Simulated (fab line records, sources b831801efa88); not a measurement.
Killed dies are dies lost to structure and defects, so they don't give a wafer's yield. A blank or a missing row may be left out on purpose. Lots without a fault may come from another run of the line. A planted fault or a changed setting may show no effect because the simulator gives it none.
fab line records | flow sky130
record lots=5 wafers=15 last_day=48
route steps=708 shown CAPM@542 METAL3@555
lots that met no fault: from a run of the same line without faults
start_h: hours from the record's first day to the start of the lot's first wafer shown | wait_h: hours since the lot's step before | " the same as in the row above | L1.1+2: a row that stands for several wafers | - no value, or no start given | * or withheld: withheld | < > ~ a bound
route shown NAME@n: a module of which the file shows steps, and the number in the route of the first | usual: mean/standard deviation of fault-free wafers | same: alike in all rows | chamber/n: place in a boat | sites: the reading at each site | _std_site: their standard deviation | _edge_site: outer sites' mean less inner sites' | radius_mm: how far each site lies from the wafer's centre | mask NAME#n: copy n | behind: the tool/chamber that last shaped the wafer | hold: why the lot was held/for how many hours/how that ended | device: the transistor (n, p or np) that didn't switch | end of line: the same wafers' tests at the end of the route | a step without rows: its recipe alone | killed: dies lost to structure and defects at the first sort, not the wafer's yield | map: a wafer's dies, x killed, . not, _ none there
set.NAME: the setting as run; set.NAME@STEP: as run at that earlier step | model.NAME: the simulator's own value behind a step, which no gauge read
lots at some steps of the route; a table a step, a row a wafer
services: from which hour (start_h, from the record's first day; less than 0 if before it) a tool's chamber was out of use, for how many hours, and why
## steps
# step SKY_CAPM_DEHYDRATE_05
# recipe temp_c=200 time_s=60
# usual chill_plate_temp_C=23.02/0.11 resist_line_temp_C=22.98/0.11
# columns lot.wafer tool chamber start_h wait_h chill_plate_temp_C resist_line_temp_C
L079.1 litho_track-04 0 896.46 13.6 22.92 23.02
L079.3 " 0 " " 23.02 22.96
L079.4 " 0 " " 22.95 22.95
L080.1 litho_track-04 0 901.16 12.8 23.16 23.14
L080.4 " 0 " " 23.01 22.95
L080.6 " 0 " " 23.14 23.00
L081.3 litho_track-03 0 909.92 11.1 22.97 23.03
L081.5 " 0 " " 23.04 23.08
L081.6 " 0 " " 22.85 23.05
L089.1 litho_track-03 0 961.52 10.7 23.13 22.88
L089.3 " 0 " " 22.84 22.92
L089.6 " 0 " " 23.03 22.85
L090.1 litho_track-02 0 973.49 11.9 22.82 22.93
L090.4 " 0 " " 23.08 22.91
L090.6 " 0 " " 22.92 22.78
# step SKY_CAPM_HMDS_06
# recipe prime_time_s=60 prime_temp_c=120
# usual chill_plate_temp_C=22.99/0.12 resist_line_temp_C=23.01/0.11
# same prime_time_s=60
# columns lot.wafer tool chamber start_h wait_h chill_plate_temp_C resist_line_temp_C
L079.1 litho_track-04 0 896.61 0.1 23.08 23.02
L079.3 " 0 " " 22.90 23.19
L079.4 " 0 " " 22.76 23.14
L080.1 litho_track-04 0 901.31 0.1 23.15 22.90
L080.4 " 0 " " 23.07 22.84
L080.6 " 0 " " 23.00 22.96
L081.3 litho_track-03 0 910.07 0.1 22.85 23.14
L081.5 " 0 " " 22.78 23.12
L081.6 " 0 " " 23.06 23.26
L089.1 litho_track-03 0 961.67 0.1 22.90 23.00
L089.3 " 0 " " 22.86 23.03
L089.6 " 0 " " 22.96 22.98
L090.1 litho_track-02 0 973.64 0.1 22.84 23.00
L090.4 " 0 " " 22.99 23.09
L090.6 " 0 " " 22.86 23.20
# step SKY_CAPM_COAT_07
# recipe resist=NOVOLAK spin_rpm=3000 resist_thk_nm=1140
# usual chill_plate_temp_C=23.00/0.089 dispense_pressure_kPa=50.7/1.2 resist_line_temp_C=23.00/0.11
# columns lot.wafer tool chamber start_h wait_h chill_plate_temp_C dispense_pressure_kPa resist_line_temp_C
L079.1 litho_track-04 0 896.76 0.1 23.06 51.4 22.91
L079.3 " 0 " " 22.95 51.4 22.85
L079.4 " 0 " " 22.99 51.3 23.04
L080.1 litho_track-04 0 901.46 0.1 22.98 51.4 22.96
L080.4 " 0 " " 22.97 51.3 23.03
L080.6 " 0 " " 22.99 51.4 23.07
L081.3 litho_track-03 0 910.22 0.1 23.04 51.4 22.97
L081.5 " 0 " " 22.81 51.4 22.99
L081.6 " 0 " " 22.88 51.4 23.03
L089.1 litho_track-03 0 961.82 0.1 23.20 51.4 22.81
L089.3 " 0 " " 23.19 51.4 22.80
L089.6 " 0 " " 23.12 51.4 22.91
L090.1 litho_track-02 0 973.79 0.1 23.03 48.4 22.93
L090.4 " 0 " " 22.96 48.5 23.11
L090.6 " 0 " " 23.02 48.4 22.97
# step SKY_CAPM_SOFTBAKE_08
# recipe temp_c=90 time_s=60 resist=NOVOLAK
# usual chill_plate_temp_C=22.99/0.11 resist_line_temp_C=23.01/0.1
# columns lot.wafer tool chamber start_h wait_h chill_plate_temp_C resist_line_temp_C
L079.1 litho_track-04 0 896.91 0.1 23.08 22.90
L079.3 " 0 " " 23.02 22.99
L079.4 " 0 " " 23.12 22.99
L080.1 litho_track-04 0 901.61 0.1 22.89 22.90
L080.4 " 0 " " 23.05 23.00
L080.6 " 0 " " 22.99 23.04
L081.3 litho_track-03 0 910.37 0.1 22.97 23.23
L081.5 " 0 " " 22.88 23.22
L081.6 " 0 " " 22.88 23.08
L089.1 litho_track-03 0 961.97 0.1 22.88 23.04
L089.3 " 0 " " 22.91 22.95
L089.6 " 0 " " 22.95 23.18
L090.1 litho_track-02 0 973.94 0.1 23.14 23.04
L090.4 " 0 " " 22.99 22.99
L090.6 " 0 " " 22.93 23.05
# step SKY_CAPM_EXPOSE_09
# recipe mask_id=CAPM na=0.6 source_shape=conventional sigma_outer=0.6 polarization=unpolarized target_cd_nm=1000 dose_mj=159
# usual reticle_temp_C=23.00/0.12
# columns lot.wafer tool chamber start_h wait_h mask reticle_temp_C
L079.1 iline_stepper-02 0 - - CAPM#0 22.74
L079.3 " 0 " " CAPM#0 23.05
L079.4 " 0 " " CAPM#0 22.92
L080.1 iline_stepper-02 0 - - CAPM#0 23.00
L080.4 " 0 " " CAPM#0 22.95
L080.6 " 0 " " CAPM#0 22.97
L081.3 iline_stepper-01 0 - - CAPM#0 22.99
L081.5 " 0 " " CAPM#0 22.94
L081.6 " 0 " " CAPM#0 23.11
L089.1 iline_stepper-02 0 - - CAPM#0 22.89
L089.3 " 0 " " CAPM#0 22.87
L089.6 " 0 " " CAPM#0 22.83
L090.1 iline_stepper-02 0 - - CAPM#0 23.16
L090.4 " 0 " " CAPM#0 22.98
L090.6 " 0 " " CAPM#0 22.95
# step SKY_CAPM_PEB_10
# recipe temp_c=withheld time_s=* resist=NOVOLAK
# usual chill_plate_temp_C=* resist_line_temp_C=*
# columns lot.wafer tool chamber start_h wait_h chill_plate_temp_C resist_line_temp_C
L079.1 litho_track-02 0 - - * *
L079.3 " 0 " " * *
L079.4 " 0 " " * *
L080.1 litho_track-04 0 - - * *
L080.4 " 0 " " * *
L080.6 " 0 " " * *
L081.3 litho_track-04 0 - - * *
L081.5 " 0 " " * *
L081.6 " 0 " " * *
L089.1 litho_track-04 0 - - * *
L089.3 " 0 " " * *
L089.6 " 0 " " * *
L090.1 litho_track-03 0 - - * *
L090.4 " 0 " " * *
L090.6 " 0 " " * *
# step SKY_CAPM_DEVELOP_11
# recipe resist=NOVOLAK developer=TMAH develop_time_s=60 dev_temp_c=23
# usual chill_plate_temp_C=23.02/0.1 resist_line_temp_C=23.00/0.1
# columns lot.wafer tool chamber start_h wait_h chill_plate_temp_C resist_line_temp_C
L079.1 litho_track-02 0 908.74 0.1 23.00 23.06
L079.3 " 0 " " 22.89 22.94
L079.4 " 0 " " 22.88 22.98
L080.1 litho_track-04 0 913.11 0.1 23.05 23.00
L080.4 " 0 " " 22.88 23.10
L080.6 " 0 " " 22.94 23.02
L081.3 litho_track-04 0 923.61 0.1 22.98 22.95
L081.5 " 0 " " 22.95 22.90
L081.6 " 0 " " 23.10 22.95
L089.1 litho_track-04 0 974.71 0.1 22.88 23.14
L089.3 " 0 " " 23.01 23.04
L089.6 " 0 " " 22.89 23.09
L090.1 litho_track-03 0 984.72 0.1 23.24 23.13
L090.4 " 0 " " 23.07 23.01
L090.6 " 0 " " 23.11 23.09
# step SKY_CAPM_OVL_MEAS_12
# usual CAPM_OVL=0.7/1.3
# columns lot.wafer tool chamber start_h wait_h CAPM_OVL[nm]
L079.1 overlay-02 - 908.89 0.1 2.2
L079.3 " - " " 2.0
L079.4 " - " " 2.0
L080.1 overlay-02 - 913.26 0.1 0.9
L080.4 " - " " 2.1
L080.6 " - " " 1.5
L081.3 overlay-01 - 923.72 0.1 -0.8
L081.5 " - " " -1.3
L081.6 " - " " -0.8
L089.1 overlay-01 - 974.86 0.1 1.2
L089.3 " - " " 0.1
L089.6 " - " " 1.1
L090.1 overlay-02 - 984.87 0.1 -1.0
L090.4 " - " " -0.1
L090.6 " - " " 0.1
# step SKY_CAPM_METAL_ETCH_13
# recipe target_depth_nm=220 stop_on=SiO2 chemistry=Cl2/BCl3 target=TiN pressure_mtorr=10 icp_w=900 bias_w=48.5 Cl2_flow_sccm=60 bcl3_flow_sccm=30 time_s=62.9
# usual drypump_motor_current_A=5.77/0.28 oes_product_au=0.941/0.0074 throttle_valve_pct=21.903/0.0095
# columns lot.wafer tool chamber start_h wait_h drypump_motor_current_A oes_product_au rf_hours_counter_h throttle_valve_pct
L079.1 rie_metal-03 0 908.93 0.0 5.86 0.941 5 21.900
L079.3 " 1 " " 5.83 0.926 - 21.901
L079.4 " 0 " " 5.86 0.928 - 21.909
L080.1 rie_metal-02 0 913.30 0.0 6.24 0.937 2 21.906
L080.4 " 0 " " 6.22 0.942 - 21.889
L080.6 " 0 " " 6.25 0.946 - 21.909
L081.3 rie_metal-02 0 923.80 0.1 6.22 0.951 - 21.895
L081.5 " 0 " " 6.20 0.940 - 21.899
L081.6 " 0 " " 6.22 0.945 - 21.905
L089.1 rie_metal-02 1 974.90 0.0 5.48 0.939 3 21.909
L089.3 " 0 " " 6.21 0.945 - 21.891
L089.6 " 1 " " 5.50 0.947 - 21.892
L090.1 rie_metal-03 0 984.91 0.0 5.86 0.930 8 21.907
L090.4 " 0 " " 5.87 0.938 - 21.905
L090.6 " 1 " " 5.86 0.937 - 21.898
# step SKY_CAPM_STRIP_14
# recipe chemistry=O2/N2 power_w=1400 pressure_mtorr=1500 platen_temp_c=withheld o2_flow_sccm=3000 n2_flow_sccm=300 overash_fraction=0.5
# usual drypump_motor_current_A=5.84/0.26 n2_flow_sccm=300.0/0.86 o2_flow_sccm=3000/7.7 oes_product_au=0.711/0.0049 strip_time_to_endpoint_s=12.67/0.054
# columns lot.wafer tool chamber start_h wait_h drypump_motor_current_A n2_flow_sccm o2_flow_sccm oes_product_au rf_hours_counter_h strip_time_to_endpoint_s
L079.1 plasma_asher-02 0 909.01 0.1 5.67 299.0 3003 0.709 16 12.60
L079.3 " 1 " " 5.89 298.7 3005 0.710 - 12.60
L079.4 " 0 " " 5.68 299.3 2998 0.713 - 12.66
L080.1 plasma_asher-02 0 913.45 0.1 5.68 299.8 2998 0.715 17 12.69
L080.4 " 1 " " 5.91 299.3 2990 0.709 - 12.71
L080.6 " 0 " " 5.66 300.1 3000 0.698 - 12.71
L081.3 plasma_asher-02 0 923.94 0.1 5.68 300.5 2995 0.712 - 12.69
L081.5 " 0 " " 5.68 300.7 3006 0.706 - 12.63
L081.6 " 1 " " 5.90 301.3 3000 0.709 - 12.68
L089.1 plasma_asher-01 1 974.98 0.1 5.70 299.3 3003 0.703 50 12.63
L089.3 " 1 " " 5.75 298.4 3011 0.709 - 12.70
L089.6 " 1 " " 5.72 299.2 3012 0.705 - 12.60
L090.1 plasma_asher-01 1 984.99 0.1 5.73 299.9 2998 0.708 52 12.67
L090.4 " 0 " " 5.64 299.2 2995 0.710 - 12.61
L090.6 " 0 " " 5.65 301.4 3003 0.714 - 12.65
# step SKY_CAPM_STRIP_15
# recipe chemistry=post_etch_residue_remover time_s=1200 temp_c=72.5
# columns lot.wafer tool chamber start_h wait_h
L079.1+3+4 wet_bench-04 0 909.11 0.1
L080.1+4+6 wet_bench-03 1 913.55 0.1
L081.3+5+6 wet_bench-03 2 924.00 0.0
L089.1+3+6 wet_bench-03 2 975.08 0.1
L090.1+4+6 wet_bench-01 2 985.09 0.1
# step SKY_CAPM_CLEAN_16
# recipe chemistry=IPA time_s=180 temp_c=25
# columns lot.wafer tool chamber start_h wait_h
L079.1+3+4 wet_bench-01 0 909.45 0.0
L080.1+4+6 wet_bench-01 2 913.90 0.0
L081.3+5+6 wet_bench-03 1 924.38 0.0
L089.1+3+6 wet_bench-04 3 975.45 0.0
L090.1+4+6 wet_bench-04 2 985.43 0.0
# step SKY_CAPM_CLEAN_17
# recipe chemistry=O3/DIW dry=n2_spin
# columns lot.wafer tool chamber start_h wait_h
L079.1+3+4 wet_bench-03 2 909.51 0.0
L080.1+4+6 wet_bench-04 3 913.95 0.0
L081.3+5+6 wet_bench-03 0 924.44 0.0
L089.1+3+6 wet_bench-01 1 975.51 0.0
L090.1+4+6 wet_bench-03 3 985.49 0.0
# step SKY_METAL3_DEHYDRATE_05
# recipe temp_c=200 time_s=60
# usual chill_plate_temp_C=23.02/0.1 resist_line_temp_C=23.00/0.11
# columns lot.wafer tool chamber start_h wait_h chill_plate_temp_C resist_line_temp_C
L079.1 litho_track-02 0 922.14 12.5 23.18 23.11
L079.3 " 0 " " 23.04 22.97
L079.4 " 0 " " 23.15 22.93
L080.1 litho_track-03 0 926.52 12.5 23.12 23.00
L080.4 " 0 " " 22.98 23.09
L080.6 " 0 " " 23.11 22.89
L081.3 litho_track-03 0 935.07 10.5 22.95 23.11
L081.5 " 0 " " 23.04 22.86
L081.6 " 0 " " 23.03 23.09
L089.1 litho_track-01 0 986.20 10.6 23.04 22.92
L089.3 " 0 " " 23.02 22.87
L089.6 " 0 " " 22.98 22.89
L090.1 litho_track-01 0 996.95 11.4 23.07 23.21
L090.4 " 0 " " 23.22 23.09
L090.6 " 0 " " 23.20 23.31
# step SKY_METAL3_HMDS_06
# recipe prime_time_s=60 prime_temp_c=120
# usual chill_plate_temp_C=23.02/0.11 resist_line_temp_C=22.99/0.1
# same prime_time_s=60
# columns lot.wafer tool chamber start_h wait_h chill_plate_temp_C resist_line_temp_C
L079.1 litho_track-02 0 922.29 0.1 23.10 23.02
L079.3 " 0 " " 23.15 22.95
L079.4 " 0 " " 23.05 22.96
L080.1 litho_track-03 0 926.67 0.1 23.16 23.22
L080.4 " 0 " " 23.12 23.11
L080.6 " 0 " " 23.18 23.26
L081.3 litho_track-03 0 935.22 0.1 22.85 23.01
L081.5 " 0 " " 23.09 23.11
L081.6 " 0 " " 23.04 23.12
L089.1 litho_track-01 0 986.35 0.1 22.94 23.05
L089.3 " 0 " " 22.88 23.09
L089.6 " 0 " " 22.88 23.17
L090.1 litho_track-01 0 997.10 0.1 23.10 22.99
L090.4 " 0 " " 23.02 22.85
L090.6 " 0 " " 23.02 22.97
# step SKY_METAL3_COAT_07
# recipe resist=BARC temp_c=withheld time_s=withheld spin_rpm=3000 resist_thk_nm=60
# usual chill_plate_temp_C=* dispense_pressure_kPa=53/3.2 resist_line_temp_C=*
# columns lot.wafer tool chamber start_h wait_h chill_plate_temp_C dispense_pressure_kPa resist_line_temp_C
L079.1 litho_track-02 0 922.44 0.1 * 48 *
L079.3 " 0 " " * 48 *
L079.4 " 0 " " * 48 *
L080.1 litho_track-03 0 926.82 0.1 * 51 *
L080.4 " 0 " " * 51 *
L080.6 " 0 " " * 51 *
L081.3 litho_track-03 0 935.37 0.1 * 51 *
L081.5 " 0 " " * 51 *
L081.6 " 0 " " * 51 *
L089.1 litho_track-01 0 986.50 0.1 * 57 *
L089.3 " 0 " " * 57 *
L089.6 " 0 " " * 57 *
L090.1 litho_track-01 0 997.25 0.1 * 57 *
L090.4 " 0 " " * 57 *
L090.6 " 0 " " * 57 *
# step SKY_METAL3_COAT_08
# recipe resist=KrF-thick spin_rpm=3000 resist_thk_nm=1140
# usual chill_plate_temp_C=23.00/0.1 dispense_pressure_kPa=53/3.3 resist_line_temp_C=23.01/0.11
# columns lot.wafer tool chamber start_h wait_h chill_plate_temp_C dispense_pressure_kPa resist_line_temp_C
L079.1 litho_track-02 0 - - 23.02 48 23.19
L079.3 " 0 " " 23.04 48 23.11
L079.4 " 0 " " 22.97 48 23.05
L080.1 litho_track-03 0 - - 23.08 51 23.05
L080.4 " 0 " " 22.97 51 22.89
L080.6 " 0 " " 23.06 51 23.00
L081.3 litho_track-03 0 - - 23.14 51 23.20
L081.5 " 0 " " 23.04 51 23.18
L081.6 " 0 " " 23.14 51 23.24
L089.1 litho_track-01 0 - - 22.94 57 23.04
L089.3 " 0 " " 22.84 57 23.07
L089.6 " 0 " " 22.87 57 22.95
L090.1 litho_track-01 0 - - 23.08 57 22.77
L090.4 " 0 " " 23.10 57 22.93
L090.6 " 0 " " 23.25 57 22.89
# step SKY_METAL3_SOFTBAKE_09
# recipe temp_c=100 time_s=90 resist=KrF-thick
# usual chill_plate_temp_C=23.00/0.12 resist_line_temp_C=23.05/0.093
# columns lot.wafer tool chamber start_h wait_h chill_plate_temp_C resist_line_temp_C
L079.1 litho_track-02 0 - - 23.00 23.03
L079.3 " 0 " " 22.95 22.88
L079.4 " 0 " " 22.94 22.91
L080.1 litho_track-03 0 - - 22.82 23.04
L080.4 " 0 " " 22.87 23.14
L080.6 " 0 " " 22.64 22.96
L081.3 litho_track-03 0 - - 23.20 22.95
L081.5 " 0 " " 23.33 23.02
L081.6 " 0 " " 23.13 22.98
L089.1 litho_track-01 0 - - 23.02 23.18
L089.3 " 0 " " 22.96 23.06
L089.6 " 0 " " 23.06 23.12
L090.1 litho_track-01 0 - - 22.90 22.97
L090.4 " 0 " " 22.81 23.04
L090.6 " 0 " " 23.04 22.94
# step SKY_METAL3_EXPOSE_10
# recipe mask_id=MM3 na=0.68 source_shape=annular sigma_inner=0.4 sigma_outer=0.8 target_cd_nm=300 dose_mj=28
# usual reticle_temp_C=23.02/0.11
# columns lot.wafer tool chamber start_h wait_h mask reticle_temp_C
L079.1 krf_scanner-01 0 - - MM3#0 23.01
L079.3 " 0 " " MM3#0 22.99
L079.4 " 0 " " MM3#0 22.80
L080.1 krf_scanner-01 0 - - MM3#0 22.90
L080.4 " 0 " " MM3#0 22.86
L080.6 " 0 " " MM3#0 22.96
L081.3 krf_scanner-01 0 - - MM3#0 22.93
L081.5 " 0 " " MM3#0 22.94
L081.6 " 0 " " MM3#0 22.94
L089.1 krf_scanner-02 0 - - MM3#0 23.03
L089.3 " 0 " " MM3#0 22.98
L089.6 " 0 " " MM3#0 23.02
L090.1 krf_scanner-02 0 - - MM3#0 23.17
L090.4 " 0 " " MM3#0 23.19
L090.6 " 0 " " MM3#0 23.20
# step SKY_METAL3_PEB_11
# recipe peb_temp_c=withheld peb_time_s=withheld resist=KrF-thick
# usual chill_plate_temp_C=* resist_line_temp_C=*
# columns lot.wafer tool chamber start_h wait_h chill_plate_temp_C resist_line_temp_C
L079.1 litho_track-01 0 - - * *
L079.3 " 0 " " * *
L079.4 " 0 " " * *
L080.1 litho_track-02 0 - - * *
L080.4 " 0 " " * *
L080.6 " 0 " " * *
L081.3 litho_track-02 0 - - * *
L081.5 " 0 " " * *
L081.6 " 0 " " * *
L089.1 litho_track-01 0 - - * *
L089.3 " 0 " " * *
L089.6 " 0 " " * *
L090.1 litho_track-03 0 - - * *
L090.4 " 0 " " * *
L090.6 " 0 " " * *
# step SKY_METAL3_DEVELOP_12
# recipe develop_time_s=60 resist=KrF-thick dev_temp_c=21
# usual chill_plate_temp_C=23.00/0.1 resist_line_temp_C=22.99/0.11
# columns lot.wafer tool chamber start_h wait_h chill_plate_temp_C resist_line_temp_C
L079.1 litho_track-01 0 - - 22.86 22.98
L079.3 " 0 " " 22.90 22.94
L079.4 " 0 " " 23.08 22.95
L080.1 litho_track-02 0 - - 23.09 22.84
L080.4 " 0 " " 23.00 23.00
L080.6 " 0 " " 23.04 22.89
L081.3 litho_track-02 0 - - 22.88 22.88
L081.5 " 0 " " 23.01 22.87
L081.6 " 0 " " 22.75 22.98
L089.1 litho_track-01 0 - - 23.13 23.09
L089.3 " 0 " " 23.09 23.28
L089.6 " 0 " " 23.06 23.11
L090.1 litho_track-03 0 - - 22.94 23.11
L090.4 " 0 " " 23.07 22.92
L090.6 " 0 " " 22.82 23.03
# step SKY_METAL3_CD_MEAS_13
# recipe target_cd_nm=300
# usual cd_nm=300.4/1.2
# columns lot.wafer tool chamber start_h wait_h cd_nm
L079.1 cd_sem-01 - 934.15 - 301.2
L079.3 " - " " 300.2
L079.4 " - " " 302.6
L080.1 cd_sem-02 - 938.64 - 301.3
L080.4 " - " " 300.0
L080.6 " - " " 301.0
L081.3 cd_sem-01 - 949.18 - 300.4
L081.5 " - " " 301.3
L081.6 " - " " 300.7
L089.1 cd_sem-02 - 999.25 - 300.4
L089.3 " - " " 299.5
L089.6 " - " " 298.8
L090.1 cd_sem-02 - 1008.37 - 301.9
L090.4 " - " " 302.2
L090.6 " - " " 299.7
# step SKY_METAL3_OVL_MEAS_14
# usual METAL3_OVL=1/6.4
# columns lot.wafer tool chamber start_h wait_h METAL3_OVL[nm]
L079.1 overlay-02 - 934.27 0.1 3
L079.3 " - " " 0
L079.4 " - " " 3
L080.1 overlay-02 - 938.76 0.1 1
L080.4 " - " " 6
L080.6 " - " " -5
L081.3 overlay-01 - 949.28 0.1 -3
L081.5 " - " " -3
L081.6 " - " " -1
L089.1 overlay-01 - 999.37 0.1 -1
L089.3 " - " " -2
L089.6 " - " " 4
L090.1 overlay-02 - 1008.49 0.1 6
L090.4 " - " " 1
L090.6 " - " " 2
# step SKY_METAL3_DESCUM_15
# recipe chemistry=O2 source_power_w=150 bias_power_w=0 pressure_mtorr=10 temp_c=40 time_s=8
# usual drypump_motor_current_A=5.7/0.39 oes_product_au=0.999/0.01
# columns lot.wafer tool chamber start_h wait_h drypump_motor_current_A oes_product_au rf_hours_counter_h
L079.1 rie_metal-02 1 934.31 0.0 5.5 1.007 1
L079.3 " 1 " " 5.5 1.007 -
L079.4 " 0 " " 6.2 0.986 -
L080.1 rie_metal-02 1 938.80 0.0 5.5 1.015 1
L080.4 " 1 " " 5.5 1.005 -
L080.6 " 0 " " 6.2 0.988 -
L081.3 rie_metal-01 0 949.31 0.0 5.5 1.011 -
L081.5 " 0 " " 5.4 0.996 -
L081.6 " 1 " " 5.7 1.013 -
L089.1 rie_metal-02 0 999.41 0.0 6.2 0.984 6
L089.3 " 1 " " 5.5 1.010 -
L089.6 " 0 " " 6.2 0.991 -
L090.1 rie_metal-01 1 1008.53 0.0 5.7 0.997 18
L090.4 " 1 " " 5.7 1.012 -
L090.6 " 1 " " 5.7 1.001 -
# step SKY_METAL3_ETCH_16
# recipe chemistry=N2/H2 target=BARC ion_energy_ev=200 bias_w=100 pressure_mtorr=30 n2_flow_sccm=100 h2_flow_sccm=200 icp_w=500 stop_on=SiO2 time_s=88.2 target_depth_a=600
# usual drypump_motor_current_A=5.7/0.39 n2_flow_sccm=100.00/0.26 oes_product_au=0.626/0.0047 throttle_valve_pct=13.206/0.0089
# columns lot.wafer tool chamber start_h wait_h drypump_motor_current_A n2_flow_sccm oes_product_au rf_hours_counter_h throttle_valve_pct
L079.1 rie_metal-02 1 934.34 0.0 5.5 99.75 0.624 1 13.208
L079.3 " 1 " " 5.5 99.88 0.626 - 13.206
L079.4 " 0 " " 6.2 99.58 0.622 - 13.198
L080.1 rie_metal-02 1 938.83 0.0 5.5 99.84 0.625 1 13.182
L080.4 " 1 " " 5.5 99.55 0.623 - 13.210
L080.6 " 0 " " 6.2 100.22 0.628 - 13.220
L081.3 rie_metal-01 0 949.36 0.0 5.5 100.48 0.623 - 13.216
L081.5 " 0 " " 5.5 100.15 0.629 - 13.213
L081.6 " 1 " " 5.7 100.02 0.624 - 13.204
L089.1 rie_metal-02 0 999.44 0.0 6.2 100.41 0.615 6 13.194
L089.3 " 1 " " 5.5 99.79 0.625 - 13.201
L089.6 " 0 " " 6.2 100.68 0.628 - 13.207
L090.1 rie_metal-01 1 1008.56 0.0 5.7 100.14 0.629 18 13.213
L090.4 " 1 " " 5.7 100.21 0.623 - 13.210
L090.6 " 1 " " 5.7 100.39 0.622 - 13.216
# step SKY_METAL3_ETCH_17
# recipe target=SiO2 stop_on=TiN chemistry=C4F8/O2/Ar source_w=1500 bias_w=1200 pressure_mtorr=40 c4f8_flow_sccm=withheld O2_flow_sccm=6 Ar_flow_sccm=300 time_s=3.9 target_depth_a=150
# usual oes_product_au=0.754/0.007
# columns lot.wafer tool chamber start_h wait_h oes_product_au rf_hours_counter_h
L079.1 rie_diel-01 3 934.44 0.1 0.753 24
L079.3 " 2 " " 0.743 17
L079.4 " 1 " " 0.764 14
L080.1 rie_diel-01 3 938.93 0.1 0.755 24
L080.4 " 0 " " 0.750 19
L080.6 " 3 " " 0.758 -
L081.3 rie_diel-02 0 949.43 0.0 0.744 14
L081.5 " 0 " " 0.763 -
L081.6 " 1 " " 0.747 -
L089.1 rie_diel-01 0 999.54 0.1 0.744 21
L089.3 " 2 " " 0.754 18
L089.6 " 1 " " 0.759 -
L090.1 rie_diel-02 2 1008.66 0.1 0.763 22
L090.4 " 1 " " 0.771 21
L090.6 " 3 " " 0.757 -
# step SKY_METAL3_METAL_ETCH_18
# recipe target_depth_a=8450 stop_on=SiO2 over_etch_frac=0.3 time_s=183.1 chemistry=Cl2/BCl3 resist_sidewall_deg=88 pressure_mtorr=10 icp_w=900 bias_w=48.5 Cl2_flow_sccm=60 bcl3_flow_sccm=30
# usual drypump_motor_current_A=5.6/0.34 oes_product_au=0.865/0.006 throttle_valve_pct=22.264/0.0092
# same over_etch_frac=0.3
# columns lot.wafer tool chamber start_h wait_h drypump_motor_current_A oes_product_au rf_hours_counter_h throttle_valve_pct
L079.1 rie_metal-04 1 934.46 0.0 6.0 0.867 13 22.264
L079.3 " 0 " " 5.1 0.867 - 22.260
L079.4 " 1 " " 6.0 0.875 - 22.257
L080.1 rie_metal-04 0 938.95 0.0 5.1 0.865 3 22.249
L080.4 " 1 " " 6.0 0.862 - 22.272
L080.6 " 1 " " 6.0 0.859 - 22.262
L081.3 rie_metal-04 1 949.51 0.1 6.0 0.873 - 22.266
L081.5 " 1 " " 6.0 0.870 - 22.265
L081.6 " 0 " " 5.1 0.861 - 22.261
L089.1 rie_metal-01 0 999.56 0.0 5.5 0.868 15 22.272
L089.3 " 0 " " 5.5 0.878 - 22.251
L089.6 " 0 " " 5.4 0.871 - 22.269
L090.1 rie_metal-04 0 1008.68 0.0 5.1 0.884 7 22.261
L090.4 " 1 " " 6.0 0.864 - 22.263
L090.6 " 1 " " 6.0 0.873 - 22.285
# step SKY_METAL3_STRIP_19
# recipe chemistry=O2/N2 power_w=1400 pressure_mtorr=1500 platen_temp_c=withheld o2_flow_sccm=3000 n2_flow_sccm=300 overash_fraction=0.5
# usual drypump_motor_current_A=5.78/0.12 n2_flow_sccm=300.0/0.96 o2_flow_sccm=2999/10 oes_product_au=0.502/0.0053 strip_time_to_endpoint_s=6.52/0.068
# columns lot.wafer tool chamber start_h wait_h drypump_motor_current_A n2_flow_sccm o2_flow_sccm oes_product_au rf_hours_counter_h strip_time_to_endpoint_s
L079.1 plasma_asher-01 1 934.63 0.1 5.75 300.1 3008 0.505 47 6.42
L079.3 " 0 " " 5.62 301.3 2993 0.505 - 6.46
L079.4 " 1 " " 5.73 300.2 3006 0.507 - 6.40
L080.1 plasma_asher-01 0 939.13 0.1 5.64 298.3 2997 0.514 47 6.58
L080.4 " 1 " " 5.75 299.8 3004 0.505 - 6.53
L080.6 " 0 " " 5.61 300.4 2993 0.507 - 6.55
L081.3 plasma_asher-02 1 949.66 0.1 5.91 299.1 2984 0.502 - 6.54
L081.5 " 0 " " 5.70 299.6 3009 0.507 - 6.58
L081.6 " 1 " " 5.91 300.6 2984 0.507 - 6.61
L089.1 plasma_asher-04 1 999.91 0.3 5.91 298.1 2996 0.496 87 6.46
L089.3 " 1 " " 5.91 298.8 3002 0.495 - 6.45
L089.6 " 0 " " 5.91 299.7 2997 0.501 - 6.46
L090.1 plasma_asher-02 0 1008.86 0.1 5.69 301.3 2999 0.503 26 6.52
L090.4 " 0 " " 5.67 301.8 2996 0.490 - 6.47
L090.6 " 0 " " 5.67 300.7 3004 0.504 - 6.48
# step SKY_METAL3_STRIP_20
# recipe chemistry=post_etch_residue_remover time_s=1200 temp_c=72.5
# columns lot.wafer tool chamber start_h wait_h
L079.1+3+4 wet_bench-04 3 934.73 0.1
L080.1+4+6 wet_bench-02 3 939.23 0.1
L081.3+5+6 wet_bench-04 1 949.73 0.0
L089.1+3+6 wet_bench-01 2 1000.01 0.1
L090.1+4+6 wet_bench-04 3 1008.96 0.1
# step SKY_METAL3_CLEAN_21
# recipe chemistry=IPA time_s=180 temp_c=25
# columns lot.wafer tool chamber start_h wait_h
L079.1+3+4 wet_bench-01 3 935.07 0.0
L080.1+4+6 wet_bench-04 2 939.57 0.0
L081.3+5+6 wet_bench-01 0 950.07 0.0
L089.1+3+6 wet_bench-02 0 1000.35 0.0
L090.1+4+6 wet_bench-02 1 1009.30 0.0
## services
# columns tool chamber start_h hours kind
plasma_asher-01 - 873.64 1.2 repair
plasma_asher-02 - 882.94 11.7 repair
rie_diel-01 2 884.37 3.4 repair
rie_metal-03 0 890.16 8.6 repair
plasma_asher-02 - 892.36 1.6 repair
krf_scanner-02 - 894.12 1.0 pm
plasma_asher-01 - 901.61 2.8 pm
iline_stepper-02 - 909.24 1.7 pm
rie_metal-04 1 909.61 2.4 repair
krf_scanner-01 - 912.53 1.3 pm
krf_scanner-01 - 915.13 1.0 pm
krf_scanner-02 - 922.28 4.0 pm
wet_bench-04 - 924.16 0.9 repair
iline_stepper-02 - 931.86 4.4 pm
rie_diel-02 1 942.26 4.1 repair
rie_metal-03 - 950.52 5.0 repair
plasma_asher-01 - 959.48 1.9 repair
rie_diel-01 2 960.45 14.4 repair
krf_scanner-01 - 962.71 4.0 pm
rie_metal-01 1 981.71 21.0 repair
krf_scanner-01 - 983.45 0.8 pm
iline_stepper-02 - 998.92 2.9 repair
wet_bench-03 - 999.42 1.9 pm
rie_diel-01 0 1008.25 7.5 repair
## key
fault none
